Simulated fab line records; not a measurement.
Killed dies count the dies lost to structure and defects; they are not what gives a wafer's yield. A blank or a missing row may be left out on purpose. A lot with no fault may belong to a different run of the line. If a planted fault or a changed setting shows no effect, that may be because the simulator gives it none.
The tool behind it: which one?    flow gf180mcu    12 lots, 36 wafers sampled, at 4 steps of a route of 602

## WHAT THE GAUGES READ, wafer by wafer
GF_STI_THK_MEAS_30.
lot   measured     on            STI_OXIDATION_02_THK (nm)
L867  day 2 16:34  filmMetro-02  10.08 10.02 10.08
L868  day 2 21:23  filmMetro-03  10.36 10.44 10.34
L869  day 3 02:44  filmMetro-04  10.75 10.56 10.59
L870  day 3 09:30  filmMetro-03  10.03 10.16 10.10
L871  day 3 13:27  filmMetro-02  10.12 10.04 9.97
L872  day 3 17:10  filmMetro-03  14.43 14.23 14.34
L875  day 4 10:55  filmMetro-03  14.19 14.23 14.28
L878  day 5 01:03  filmMetro-02  9.88 9.95 9.96
L879  day 5 04:18  filmMetro-02  9.83 9.88 9.95
L881  day 5 17:03  filmMetro-03  9.97 9.99 10.02
L884  day 6 09:09  filmMetro-02  9.64 9.84 9.85
L885  day 6 12:55  filmMetro-04  10.19 10.14 10.23

GF_DUAL_GATE_OVL_MEAS_11.
lot   measured      on          DUAL_GATE_OVL (nm)
L867  day 8 22:08   overlay-01  -0.6 -0.8 -2.3
L868  day 9 05:14   overlay-01  2.7 2.7 1.4
L869  day 9 09:09   overlay-02  0.9 1.2 2.2
L870  day 9 19:27   overlay-01  -0.2 -0.5 -0.8
L871  day 10 02:40  overlay-02  1.9 2.3 2.4
L872  day 10 07:22  overlay-01  -1.2 -0.4 0.0
L875  day 11 09:40  overlay-01  -0.1 0.6 -1.9
L878  day 12 01:19  overlay-01  -0.4 -0.3 0.4
L879  day 12 05:08  overlay-02  -1.7 -3.3 -0.5
L881  day 12 23:16  overlay-01  1.4 1.7 2.7
L884  day 13 20:34  overlay-02  0.7 1.4 3.3
L885  day 14 06:34  overlay-01  1.5 1.5 1.2

GF_HV_LDD_OVL_MEAS_20.
lot   measured      on          HV_LDD_01_OVL (nm)
L867  day 11 09:10  overlay-01  -0.2 0.3 0.0
L868  day 11 17:14  overlay-02  -2.5 -2.6 -1.3
L869  day 11 23:27  overlay-02  -1.8 -1.3 -2.0
L870  day 12 09:17  overlay-02  -2.6 -1.7 -3.3
L871  day 12 17:10  overlay-01  -2.7 0.3 -2.9
L872  day 13 00:35  overlay-01  -1.4 -2.0 -2.1
L875  day 14 02:43  overlay-01  -2.6 -2.4 -1.2
L878  day 14 22:05  overlay-01  0.4 0.2 -3.1
L879  day 14 22:41  overlay-02  -0.2 -0.3 0.5
L881  day 16 03:05  overlay-02  1.5 0.7 1.1
L884  day 16 22:26  overlay-01  0.8 -1.2 -1.3
L885  day 17 07:11  overlay-02  0.2 -1.0 -2.4

## TOOL THAT RAN EACH LOT (tool first, then ch and the chambers of the sampled wafers, then the start)
lot   GF_STI_OXIDATION_29
L867  furnace-01 ch 0, day 2 15:08
L868  furnace-02 ch 0, day 2 19:58
L869  furnace-02 ch 0, day 3 01:20
L870  furnace-01 ch 0, day 3 08:05
L871  furnace-01 ch 0, day 3 12:03
L872  furnace-02 ch 0, day 3 15:46
L875  furnace-02 ch 0, day 4 09:31
L878  furnace-01 ch 0, day 4 23:39
L879  furnace-01 ch 0, day 5 02:55
L881  furnace-01 ch 0, day 5 15:39
L884  furnace-01 ch 0, day 6 07:46
L885  furnace-01 ch 0, day 6 11:31
- GF_STI_OXIDATION_29: stabilise 600 s, purge 300 s, target thk 10 nm.

## WHAT THE TOOLS THEMSELVES READ (means of the sampled wafers that have a number; where no wafer has one, the mark that the record gives instead)
GF_STI_OXIDATION_29.
lot   tool        spikeTcBottomC (C)  spikeTcCentreC (C)  spikeTcLowerC (C)  spikeTcTopC (C)  spikeTcUpperC (C)  zonePowerBottomPct (%)  zonePowerCentrePct (%)  zonePowerTopPct (%)
L867  furnace-01  922                 901.9               900.4              911.2            899.0              26.9                    17.9                    30.6
L868  furnace-02  915                 900.1               901.2              915.7            900.1              27.9                    16.8                    31.9
L869  furnace-02  917                 899.2               900.7              914.9            900.5              28.0                    17.1                    32.0
L870  furnace-01  922                 901.1               901.3              910.7            899.3              26.9                    17.6                    30.3
L871  furnace-01  922                 900.9               900.1              911.8            900.2              26.8                    17.8                    30.7
L872  furnace-02  948                 932.1               932.3              947.3            933.0              30.0                    18.5                    34.1
L875  furnace-02  948                 932.1               934.5              948.2            932.8              30.5                    18.5                    34.0
L878  furnace-01  922                 899.9               900.6              910.8            898.9              26.9                    17.9                    30.6
L879  furnace-01  921                 900.7               901.4              911.4            899.3              26.8                    17.7                    30.1
L881  furnace-01  923                 901.4               901.2              910.6            900.4              27.0                    17.8                    30.4
L884  furnace-01  922                 900.6               901.0              911.3            898.2              26.6                    17.8                    30.5
L885  furnace-01  922                 901.5               900.7              910.5            899.3              26.8                    17.9                    30.4

## THE ANSWER, worked out from the rows above alone
Rule: the usual values come from the lots themselves. Put in order of their means at a reading, lots are off if they are a third of the lots or fewer, leave a main group of 4 or more, and stand apart from it by a gap of 3 or more times the standard deviation of the main group's means; of several such gaps the widest counts. A main group is skipped when, at the precision printed for the reading in the tables above, its means are all equal. A lot without any number at a reading at which 4 lots or more have one is off too. The other lots that the step has rows for count as sound. After the gauges, taken in route order, come the tools' own readings; for these a lot's mean is taken, as printed above. At the first step where some lot is off, the reading lying furthest off is the one used; lots without a number count as furthest.
Off: at GF_STI_THK_MEAS_30 (STI_OXIDATION_02_THK), L872, L875. Mean 10.10 nm and standard deviation 0.24 in the main group.
A tool fits if, at a process step before that reading, it ran every lot that is off, and no sound lot after the first of them. The gauges at GF_STI_THK_MEAS_30 aren't tried: what is off there is off at GF_STI_OXIDATION_29 too, on other tools, and a gauge's error can't cause that. One candidate fits, namely furnace-02 at GF_STI_OXIDATION_29. A fault onset in the window from L869 (day 3 01:20, its last sound lot) to L872 (day 3 15:46, its first lot off) fits.
The tool's own readings at GF_STI_OXIDATION_29 bear it out: on the lots that are off they differ by more than 5 times the standard deviation of the sound lots' means. spikeTcBottomC reads 948 C there against 921 C on the sound lots; spikeTcCentreC reads 932.1 C there against 900.7 C on the sound lots; spikeTcLowerC reads 933.4 C there against 900.9 C on the sound lots; spikeTcTopC reads 947.8 C there against 911.9 C on the sound lots; spikeTcUpperC reads 932.9 C there against 899.5 C on the sound lots; zonePowerBottomPct reads 30.2 % there against 27.1 % on the sound lots; zonePowerTopPct reads 34.0 % there against 30.8 % on the sound lots.

## WHAT THE SIMULATOR HAD INSERTED
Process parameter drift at GF_STI_OXIDATION_29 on furnace-02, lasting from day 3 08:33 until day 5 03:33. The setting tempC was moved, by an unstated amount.
Struck lots among those shown: L872, L875. The rule given above showed the same thing.
